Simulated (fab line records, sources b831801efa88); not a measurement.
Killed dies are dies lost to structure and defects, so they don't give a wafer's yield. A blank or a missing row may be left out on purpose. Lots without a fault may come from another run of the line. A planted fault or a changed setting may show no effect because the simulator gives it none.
Which tool did it? | flow sky130 | 15 lots, 45 wafers sampled, at 4 steps of a route of 708

WHAT THE GAUGES READ, wafer by wafer
The record holds no reading of a measuring or inspecting step that can be judged against a usual standard deviation.

WHICH TOOL RAN EACH LOT (tool, then ch and the chambers of the sampled wafers, then the start)
lot  | SKY_LI_CONTACT_CMP_24         | SKY_METAL2_SPUTTER_03        | SKY_METAL2_DEVELOP_14             | SKY_METAL2_STRIP_20
L207 | cmp-02 ch 0,1,2, day 29 00:48 | pvd_sputter-01, day 33 22:04 | litho_track-02 ch 0, day 35 00:00 | plasma_asher-02 ch 0,1, day 35 01:07
L208 | cmp-02 ch 1,3, day 29 10:26   | pvd_sputter-01, day 34 06:07 | litho_track-04 ch 0, day 35 08:00 | plasma_asher-02 ch 1, day 35 09:10
L209 | cmp-01 ch 0,1,2, day 29 17:30 | pvd_sputter-01, day 34 13:37 | litho_track-02 ch 0, day 35 15:00 | plasma_asher-01 ch 0,1, day 35 15:56
L210 | cmp-02 ch 0,1, day 30 06:11   | pvd_sputter-01, day 35 00:57 | litho_track-03 ch 0, day 36 03:00 | plasma_asher-01 ch 0,1, day 36 03:40
L212 | cmp-01 ch 0,2,3, day 30 21:50 | pvd_sputter-01, day 35 15:56 | litho_track-03 ch 0, day 36 17:00 | plasma_asher-01 ch 0,1, day 36 18:13
L213 | cmp-01 ch 0,1,2, day 31 09:08 | pvd_sputter-02, day 36 02:03 | litho_track-02, day 37 03:00      | plasma_asher-01 ch 0,1, day 37 04:25
L214 | cmp-01 ch 1,3, day 31 17:26   | pvd_sputter-02, day 36 10:04 | litho_track-04, day 37 11:00      | plasma_asher-02 ch 0,1, day 37 12:04
L215 | cmp-01 ch 0,2, day 31 18:30   | pvd_sputter-03, day 36 11:44 | litho_track-03, day 37 12:00      | plasma_asher-01 ch 0,1, day 37 13:25
L224 | cmp-02 ch 2,3, day 35 00:44   | pvd_sputter-01, day 39 13:50 | litho_track-03 ch 0, day 40 14:00 | plasma_asher-02 ch 0,1, day 40 14:34
L225 | cmp-02 ch 1,2, day 35 09:24   | pvd_sputter-02, day 39 21:34 | litho_track-02 ch 0, day 40 21:00 | plasma_asher-02 ch 0,1, day 40 22:13
L226 | cmp-02 ch 0,1,2, day 35 20:19 | pvd_sputter-02, day 40 07:52 | litho_track-02 ch 0, day 41 07:00 | plasma_asher-02 ch 0,1, day 41 07:35
L227 | cmp-01 ch 0,1,3, day 36 05:02 | pvd_sputter-03, day 40 15:13 | litho_track-02 ch 0, day 41 15:00 | plasma_asher-01 ch 0,1, day 41 15:31
L228 | cmp-02 ch 0,2, day 36 08:41   | pvd_sputter-02, day 40 18:26 | litho_track-03 ch 0, day 41 17:00 | plasma_asher-03 ch 0,1, day 41 18:10
L230 | cmp-02 ch 0,2,3, day 36 12:02 | pvd_sputter-01, day 40 20:54 | litho_track-04 ch 0, day 41 20:00 | plasma_asher-02 ch 0,1, day 41 21:13
L229 | cmp-02 ch 0,1,3, day 36 13:50 | pvd_sputter-03, day 40 23:44 | litho_track-04 ch 0, day 41 23:00 | plasma_asher-02 ch 0,1, day 42 00:16
- SKY_LI_CONTACT_CMP_24: polishes, stops on PSG, t overpolish 20 s, target thk 0 nm.
- SKY_METAL2_SPUTTER_03: material Ti, target thk 5 nm, time 3.3 s.
- SKY_METAL2_DEVELOP_14: develop time 60 s.
- SKY_METAL2_STRIP_20: strips in O2/N2.

WHAT THE TOOLS THEMSELVES READ (means of the sampled wafers that have a number; where no wafer has one, the mark that the record gives instead)
SKY_LI_CONTACT_CMP_24. Usual: motor_current_A 11.2 A, standard deviation 0.72; overpolish_run_s 19.999 s, standard deviation 0.0096; time_to_endpoint_s 96.5 s, standard deviation 2.9.
lot  | tool   | motor_current_A (A) | overpolish_run_s (s) | time_to_endpoint_s (s) | flag
L207 | cmp-02 | 10.7                | 20.000               | 94.4                   |
L208 | cmp-02 | 11.2                | 20.006               | 91.5                   |
L209 | cmp-01 | 11.7                | 20.005               | 94.6                   |
L210 | cmp-02 | 10.8                | 20.002               | 96.4                   |
L212 | cmp-01 | 11.4                | 19.991               | 100.3                  |
L213 | cmp-01 | 11.6                | 20.001               | 99.4                   |
L214 | cmp-01 | 11.3                | 20.005               | 99.2                   |
L215 | cmp-01 | 11.0                | 19.994               | 95.2                   |
L224 | cmp-02 | 11.0                | 19.990               | 94.8                   |
L225 | cmp-02 | 11.6                | 19.993               | 96.2                   |
L226 | cmp-02 | 10.8                | 20.005               | 98.4                   |
L227 | cmp-01 | 11.7                | 20.004               | 93.0                   |
L228 | cmp-02 | 10.6                | 20.006               | 97.0                   |
L230 | cmp-02 | 11.2                | 19.997               | 98.3                   |
L229 | cmp-02 | 11.1                | 20.001               | 96.9                   |

SKY_METAL2_SPUTTER_03. Usual: throttle_valve_pct 29.2 %, standard deviation 0.94.
lot  | tool           | throttle_valve_pct (%) | flag
L207 | pvd_sputter-01 | 29.0                   |
L208 | pvd_sputter-01 | 28.8                   |
L209 | pvd_sputter-01 | 29.6                   |
L210 | pvd_sputter-01 | 29.4                   |
L212 | pvd_sputter-01 | 28.9                   |
L213 | pvd_sputter-02 | 29.0                   |
L214 | pvd_sputter-02 | 28.6                   |
L215 | pvd_sputter-03 | 29.8                   |
L224 | pvd_sputter-01 | 28.8                   |
L225 | pvd_sputter-02 | 28.4                   |
L226 | pvd_sputter-02 | 28.5                   |
L227 | pvd_sputter-03 | 30.2                   |
L228 | pvd_sputter-02 | 28.9                   |
L230 | pvd_sputter-01 | 29.2                   |
L229 | pvd_sputter-03 | 30.1                   |

SKY_METAL2_DEVELOP_14. Usual: chill_plate_temp_C 23.00 C, standard deviation 0.11.
lot  | tool           | chill_plate_temp_C (C) | flag
L207 | litho_track-02 | 22.99                  |
L208 | litho_track-04 | 23.08                  |
L209 | litho_track-02 | 22.89                  |
L210 | litho_track-03 | 23.07                  |
L212 | litho_track-03 | 23.09                  |
L213 | litho_track-02 | -                      | OFF
L214 | litho_track-04 | -                      | OFF
L215 | litho_track-03 | -                      | OFF
L224 | litho_track-03 | 22.99                  |
L225 | litho_track-02 | 23.03                  |
L226 | litho_track-02 | 23.06                  |
L227 | litho_track-02 | 22.92                  |
L228 | litho_track-03 | 23.04                  |
L230 | litho_track-04 | 23.22                  |
L229 | litho_track-04 | 22.91                  |

SKY_METAL2_STRIP_20. Usual: drypump_motor_current_A 5.77 A, standard deviation 0.24; oes_product_au 0.343 a.u., standard deviation 0.0047; strip_time_to_endpoint_s 2.72 s, standard deviation 0.044.
lot  | tool            | drypump_motor_current_A (A) | oes_product_au (a.u.) | strip_time_to_endpoint_s (s) | flag
L207 | plasma_asher-02 | 5.62                        | 0.339                 | 2.70                         |
L208 | plasma_asher-02 | 5.73                        | 0.344                 | 2.71                         |
L209 | plasma_asher-01 | 5.73                        | 0.342                 | 2.72                         |
L210 | plasma_asher-01 | 5.85                        | 0.341                 | 2.71                         |
L212 | plasma_asher-01 | 5.88                        | 0.346                 | 2.67                         |
L213 | plasma_asher-01 | 5.72                        | 0.348                 | 2.80                         |
L214 | plasma_asher-02 | 5.62                        | 0.353                 | 2.86                         | OFF
L215 | plasma_asher-01 | 5.72                        | 0.353                 | 2.92                         | OFF
L224 | plasma_asher-02 | 5.64                        | 0.343                 | 2.71                         |
L225 | plasma_asher-02 | 5.63                        | 0.349                 | 2.77                         |
L226 | plasma_asher-02 | 5.69                        | 0.343                 | 2.73                         |
L227 | plasma_asher-01 | 5.75                        | 0.347                 | 2.76                         |
L228 | plasma_asher-03 | 6.28                        | 0.341                 | 2.71                         |
L230 | plasma_asher-02 | 5.61                        | 0.344                 | 2.74                         |
L229 | plasma_asher-02 | 5.66                        | 0.341                 | 2.73                         |

THE ANSWER, worked out from the rows above alone
Rule: a lot is off if the mean of its wafers that have a number lies more than 3 standard deviations from the usual mean. A lot without any number at a reading at which 4 lots or more have one is off too. The other lots that the step has rows for count as sound. The gauges are gone through in route order, then the tools' own readings, and for those a lot's mean is taken as printed above. The first step at which some lot is off is used, and at that step the reading that is off furthest; a lot without a number counts as furthest.
Off: L213, L214, L215, at SKY_METAL2_DEVELOP_14 (chill_plate_temp_C). Without a number there: L213, L214, L215.
A tool fits if, at that step or a process step before it, it ran every lot that is off, and no sound lot after the first of them. None of those tried fits.

WHAT THE SIMULATOR HAD PUT IN
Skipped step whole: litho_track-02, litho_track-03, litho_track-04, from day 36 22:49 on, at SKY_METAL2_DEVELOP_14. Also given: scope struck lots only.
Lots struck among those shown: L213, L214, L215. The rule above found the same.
